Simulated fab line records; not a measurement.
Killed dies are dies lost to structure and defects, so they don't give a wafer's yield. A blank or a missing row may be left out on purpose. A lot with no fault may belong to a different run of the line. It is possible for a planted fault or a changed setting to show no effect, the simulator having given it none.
Comparing a struck lot with a sound one	flow sky130	15 out of 708 route steps
Sound: the wafers L712.1, L712.4, L712.5. Struck: wafer L716.3. (L716.1, L716.5 of the same lot were not struck and are left out.) The cause comes at the end.
At each step with rows: each side's tool, then ch and its chambers, then its first start. Under that, the readings that differ: sound wafers	struck wafers	difference of the means	sigmas: that difference in standard deviations of wafers without a fault.
alike: same words and numbers on both sides, and readings whose means sit less than 2 such deviations apart. not compared: any withheld reading, any reading some wafer has no value for, any bound like >300 that may hide the same value, and any number with overlapping values for which the record gives no deviation.
Wherever a step has rows on one side only, a row that says differs or no value, or a row with sigmas, the two part there. Numbers that don't overlap but have no deviation are shown without sigmas and don't part them. A reading that every wafer of one side lacks parts them only if that side has two wafers or more.

first, 9 steps without rows for these wafers: SKY_CAPM_CLEAN_17 (cleans in O3/DIW); SKY_METAL3_DEHYDRATE_05 (time 60 s); SKY_METAL3_HMDS_06 (prime time 60 s); SKY_METAL3_COAT_07 (resist thk 60 nm); SKY_METAL3_COAT_08 (resist thk 1140 nm); SKY_METAL3_SOFTBAKE_09 (time 90 s); SKY_METAL3_EXPOSE_10 (exposes mask MM3, target cd 300 nm); SKY_METAL3_PEB_11; SKY_METAL3_DEVELOP_12 (develop time 60 s).
SKY_METAL3_CD_MEAS_13 targets a cd of 300 nm.
  sound on cd sem-01, day 40 19:58; struck on cd sem-01, day 42 02:16
  alike: cd nm
SKY_METAL3_OVL_MEAS_14:
  sound on overlay-02, day 40 20:05; struck on overlay-02, day 42 02:23
  alike: METAL3_OVL
SKY_METAL3_DESCUM_15: chemistry O2, time 8 s.
  sound on rie metal-04 ch 0,1, day 40 20:07; struck on rie metal-04 ch 0, day 42 02:25
  alike: drypump motor current A, oes product au
  not compared: rf hours counter h
SKY_METAL3_ETCH_16: etches BARC in N2/H2, stops on SiO2, time 88.2 s, target depth 60 nm.
  sound on rie metal-04 ch 0,1, day 40 20:09; struck on rie metal-04 ch 0, day 42 02:28
reading	sound	struck	difference	sigmas
bias w (W)	100.0 99.9 100.4	93.1	-7.0	-22
  alike: drypump motor current A, oes product au, throttle valve pct
  not compared: rf hours counter h
SKY_METAL3_ETCH_17: etches SiO2 in C4F8/O2/Ar, stops on TiN, time 3.9 s, target depth 15 nm.
  sound on rie diel-02 ch 0,2,3, day 40 20:15; struck on rie diel-02 ch 0, day 42 02:35
  alike: bias w, oes product au
-- the record jumps here: 7 days lie between the struck wafers' starts before and after (it left off in module METAL3 and takes up again in module PAD_OPEN, whose first step shown is number 708 of the route) --
SKY_PAD_OPEN_PROBE_99:
  rows exist in the record for the struck wafers here (prober-01, day 48 19:23), but not for the sound ones

WHERE THEY PART
At SKY_METAL3_ETCH_16 first; at SKY_PAD_OPEN_PROBE_99 last (within this record only).

WHY: the cause the simulator had injected
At SKY_METAL3_ETCH_16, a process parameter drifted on rie metal-04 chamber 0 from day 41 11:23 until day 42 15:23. Setting bias w, moved by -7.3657, from 100. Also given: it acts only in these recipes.
